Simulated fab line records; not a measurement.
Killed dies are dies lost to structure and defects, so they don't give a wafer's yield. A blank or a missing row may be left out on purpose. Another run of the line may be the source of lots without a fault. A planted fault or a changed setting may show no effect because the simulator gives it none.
Which tool is to blame? -- flow sky130 -- 36 wafers from 12 lots sampled at 5 of the route's 708 steps

== WHAT THE GAUGES READ, wafer by wafer ==
Not one reading of a measure or inspect step in the record can be checked against a usual standard deviation.

== WHAT TOOL EACH LOT RAN ON (gives the tool, then ch and the chambers of the sampled wafers, and finally the start) ==
lot,SKY_METAL4_DESCUM_15,SKY_VIA4_SPUTTER_17,SKY_METAL5_SPUTTER_03,SKY_PASSIVATION_CVD_00,SKY_PAD_OPEN_PROBE_99
L688,"rie_metal-03 ch 0,1, day 41 12:24","pvd_sputter-01, day 42 13:32","pvd_sputter-03, day 42 14:20","pecvd-02 ch 0,2, day 43 14:04","prober-02, day 45 12:05"
L690,"rie_metal-01 ch 0,1, day 41 23:23","pvd_sputter-02, day 42 23:56","pvd_sputter-02, day 43 00:44","pecvd-04 ch 0,1,2, day 43 23:38","prober-02, day 45 21:45"
L698,"rie_metal-02 ch 0,1, day 44 14:55","pvd_sputter-04, day 45 14:26","pvd_sputter-03, day 45 15:14","pecvd-04 ch 0,1, day 46 12:13","prober-02, day 48 06:20"
L700,"rie_metal-02 ch 0,1, day 44 21:56","pvd_sputter-04, day 45 21:32","pvd_sputter-04, day 45 22:20","pecvd-02 ch 0,1, day 46 19:23","prober-02, day 48 13:10"
L701,"rie_metal-01 ch 0,1, day 44 23:53","pvd_sputter-04, day 45 23:20","pvd_sputter-04, day 46 00:08","pecvd-01 ch 0,1, day 46 21:13","prober-01, day 48 14:12"
L702,"rie_metal-01 ch 0,1, day 45 10:31","pvd_sputter-04, day 46 09:20","pvd_sputter-02, day 46 10:08","pecvd-02 ch 1,2, day 47 07:13","prober-02, day 48 23:25"
L703,"rie_metal-03 ch 1, day 45 17:55","pvd_sputter-04, day 46 17:02","pvd_sputter-03, day 46 17:49","pecvd-02 ch 0,2, day 47 13:59","prober-01, day 49 05:55"
L705,"rie_metal-01 ch 0,1, day 46 03:56","pvd_sputter-02, day 47 01:38","pvd_sputter-04, day 47 02:28","pecvd-01 ch 0,1, day 47 22:31","prober-01, day 49 13:16"
L706,"rie_metal-01 ch 0,1, day 46 16:09","pvd_sputter-01, day 47 14:28","pvd_sputter-03, day 47 15:14","pecvd-02 ch 0,1,2, day 48 11:20","prober-02, day 50 00:21"
L711,"rie_metal-02 ch 0,1, day 48 01:04","pvd_sputter-02, day 48 20:39","pvd_sputter-04, day 48 21:26","pecvd-01 ch 0,1,2, day 49 15:06","prober-02, day 51 01:49"
L707,"rie_metal-01 ch 0,1, day 48 02:55","pvd_sputter-01, day 48 23:29","pvd_sputter-02, day 49 00:17","pecvd-02 ch 0,1,2, day 49 17:41","prober-02, day 51 04:37"
L710,"rie_metal-03 ch 0,1, day 48 07:35","pvd_sputter-04, day 49 03:49","pvd_sputter-04, day 49 04:39","pecvd-02 ch 0,1, day 49 22:19","prober-01, day 51 08:48"
- SKY_METAL4_DESCUM_15: chemistry O2, time 8 s.
- SKY_VIA4_SPUTTER_17: material TiN, target thk 20 nm, time 80 s.
- SKY_METAL5_SPUTTER_03: material Ti, target thk 5 nm, time 3.3 s.
- SKY_PASSIVATION_CVD_00: deposits SiO2, target thk 90 nm.
- SKY_PAD_OPEN_PROBE_99

== WHAT THE TOOLS THEMSELVES READ (means of the sampled wafers that have a number; where no wafer has one, the mark that the record gives instead) ==
SKY_METAL4_DESCUM_15. Usual: drypump_motor_current_A 5.9 A, standard deviation 0.6; oes_product_au 0.998 a.u., standard deviation 0.011.
lot,tool,drypump_motor_current_A (A),oes_product_au (a.u.),flag
L688,rie_metal-03,6.1,1.011,
L690,rie_metal-01,5.5,0.994,
L698,rie_metal-02,6.5,0.981,
L700,rie_metal-02,6.6,0.987,
L701,rie_metal-01,5.5,0.998,
L702,rie_metal-01,5.2,0.999,
L703,rie_metal-03,5.8,1.011,
L705,rie_metal-01,5.2,1.005,
L706,rie_metal-01,5.5,1.008,
L711,rie_metal-02,6.6,0.984,
L707,rie_metal-01,5.5,1.004,
L710,rie_metal-03,6.1,0.995,

SKY_VIA4_SPUTTER_17. Usual: 30.3 % for throttle_valve_pct, sd 0.83.
lot,tool,throttle_valve_pct (%),flag
L688,pvd_sputter-01,30.8,
L690,pvd_sputter-02,31.1,
L698,pvd_sputter-04,30.3,
L700,pvd_sputter-04,29.9,
L701,pvd_sputter-04,30.3,
L702,pvd_sputter-04,30.7,
L703,pvd_sputter-04,30.3,
L705,pvd_sputter-02,30.4,
L706,pvd_sputter-01,30.5,
L711,pvd_sputter-02,29.8,
L707,pvd_sputter-01,30.1,
L710,pvd_sputter-04,30.4,

SKY_METAL5_SPUTTER_03. Usual: 30.1 % for throttle_valve_pct, sd 0.64.
lot,tool,throttle_valve_pct (%),flag
L688,pvd_sputter-03,30.5,
L690,pvd_sputter-02,30.4,
L698,pvd_sputter-03,30.1,
L700,pvd_sputter-04,30.5,
L701,pvd_sputter-04,30.5,
L702,pvd_sputter-02,30.3,
L703,pvd_sputter-03,30.4,
L705,pvd_sputter-04,30.4,
L706,pvd_sputter-03,30.0,
L711,pvd_sputter-04,30.3,
L707,pvd_sputter-02,30.5,
L710,pvd_sputter-04,30.3,

SKY_PASSIVATION_CVD_00. Usual: 646 W for heater_power_w, sd 83.
lot,tool,heater_power_w (W),flag
L688,pecvd-02,570,
L690,pecvd-04,647,
L698,pecvd-04,612,
L700,pecvd-02,692,
L701,pecvd-01,571,
L702,pecvd-02,746,
L703,pecvd-02,669,
L705,pecvd-01,576,
L706,pecvd-02,694,
L711,pecvd-01,631,
L707,pecvd-02,595,
L710,pecvd-02,661,

SKY_PAD_OPEN_PROBE_99. Usual: defect_limited_yield 82.3 %, standard deviation 2; killed_at_M0_to_M3 43, standard deviation 6.8; killed_at_M4_up 3.2, standard deviation 1.9; killed_at_contacts 24, standard deviation 5; killed_at_front_end 16, standard deviation 4.9; killed_at_other 0.4, standard deviation 0.76; killed_dies 87, standard deviation 10; killed_on_rim 17, standard deviation 3.9; killed_open 47, standard deviation 7.3; killed_short 39, standard deviation 6.2; sort_bin_3_pad_short 0.9 %, standard deviation 0.4; sort_bin_5_function 10.5 %, standard deviation 1.5; sort_bin_6_memory 6.4 %, standard deviation 1.2; sort_n_pass 405, standard deviation 10; sort_yield_pct 82.3 %, standard deviation 2.
lot,tool,defect_limited_yield (%),killed_at_M0_to_M3,killed_at_M4_up,killed_at_contacts,killed_at_front_end,killed_at_other,killed_dies,killed_on_rim,killed_open,killed_short,sort_bin_3_pad_short (%),sort_bin_5_function (%),sort_bin_6_memory (%),sort_n_pass,sort_yield_pct (%),flag
L688,prober-02,81.2,39,2.3,30,20,0.7,92,18,55,37,1.1,10.9,6.8,400,81.2,
L690,prober-02,82.4,44,2.0,23,18,0.3,87,17,46,41,1.0,10.9,5.8,405,82.4,
L698,prober-02,73.6,46,2.0,25,16,40.3,130,19,44,46,3.5,16.3,6.6,362,73.6,OFF
L700,prober-02,80.6,45,2.7,28,19,1.3,96,21,54,40,1.5,11.0,7.0,396,80.6,
L701,prober-01,82.0,44,3.7,30,11,0.3,89,17,47,42,0.7,10.7,6.6,403,82.0,
L702,prober-02,82.0,47,3.7,24,13,0.7,89,18,46,43,0.9,11.5,5.6,403,82.0,
L703,prober-01,85.9,37,2.3,20,10,1.3,70,14,37,33,0.5,8.2,5.4,422,85.9,
L705,prober-01,82.4,38,3.0,27,18,0.3,86,20,49,37,0.8,10.3,6.4,406,82.4,
L706,prober-02,79.7,51,2.7,22,23,1.0,100,18,57,42,0.6,10.6,9.2,392,79.7,
L711,prober-02,82.5,41,1.7,27,16,0.7,86,14,46,40,0.9,10.7,5.9,406,82.5,
L707,prober-02,82.6,46,2.3,21,15,0.7,85,16,51,35,0.9,9.8,6.6,407,82.6,
L710,prober-01,82.3,45,3.3,24,14,0.3,87,18,49,38,0.5,10.9,6.2,405,82.3,

== THE ANSWER, worked out from the rows above alone ==
Rule: a lot is off if the mean of its wafers that have a number lies more than 3 standard deviations from the usual mean. Also off: a lot with no number at a reading for which 4 or more lots have one. The other lots that the step has rows for count as sound. Order of review: gauges by route order, followed by the tools' own readings, for which a lot's mean as printed above is used. At the first step where some lot is off, the reading lying furthest off is the one used; lots without a number count as furthest.
Off: L698, at SKY_PAD_OPEN_PROBE_99 (killed_at_other).
A tool fits if, at that step or a process step before it, it ran every lot that is off, and no sound lot after the first of them. One fits: pecvd-04 at SKY_PASSIVATION_CVD_00. Its last sound lot is L690 (day 43 23:38), its first lot that is off L698 (day 46 12:13): a fault that began between those two fits.

== WHAT THE SIMULATOR HAD PUT IN ==
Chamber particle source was pecvd-04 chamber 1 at SKY_PASSIVATION_CVD_00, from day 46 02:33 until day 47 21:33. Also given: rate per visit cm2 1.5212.
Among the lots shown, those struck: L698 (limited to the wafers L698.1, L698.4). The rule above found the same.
